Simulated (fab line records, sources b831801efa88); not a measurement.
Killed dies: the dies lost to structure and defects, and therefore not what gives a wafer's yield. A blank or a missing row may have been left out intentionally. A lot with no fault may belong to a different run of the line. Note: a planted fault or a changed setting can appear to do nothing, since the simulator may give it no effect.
Chamber matching	flow sky130	SKY_VIA3_CMP_24 on cmp-01 has 4 sister chambers
The step polishes, stops on SiO2, t overpolish 20 s, target thk 0 nm. 4 wafers are shown with their chamber, then 8 later ones without.

WAFERS PAIRED WITH THEIR CHAMBERS
wafer	chamber	motorCurrentA (A)
L409.4	1	11.8
L410.1	0	13.1
L410.4	2	10.3
L413.2	3	9.5

WAFERS MISSING THEIR CHAMBER
wafer	motorCurrentA (A)
L413.5	12.0
L413.6	13.2
L415.1	9.4
L415.3	10.3
L415.5	8.8
L428.2	8.9
L428.3	11.7
L428.5	11.8

CHAMBER TAKEN BY EACH
wafer	from the rows above	in truth
L413.5	1	1
L413.6	0	0
L415.1	3	3
L415.3	2	2
L415.5	3	3
L428.2	3	3
L428.3	1	1
L428.5	1	1
8 of 8 placed correctly. From these rows, 0 cannot be placed. Placed wrongly: 0.
How it was worked out, from the rows above alone: a wafer's distance from a chamber is the root of the sum, over the readings, of the square of ((its reading less the chamber's mean) divided by the reading's scatter). If the next closest chamber is less than 2 further off than the closest, the wafer can't be placed; otherwise it belongs to the closest. Each chamber's mean is taken over the wafers shown for it. The scatter: root of mean squared gap, hidden wafer to nearest shown wafer, with one shown wafer a chamber.
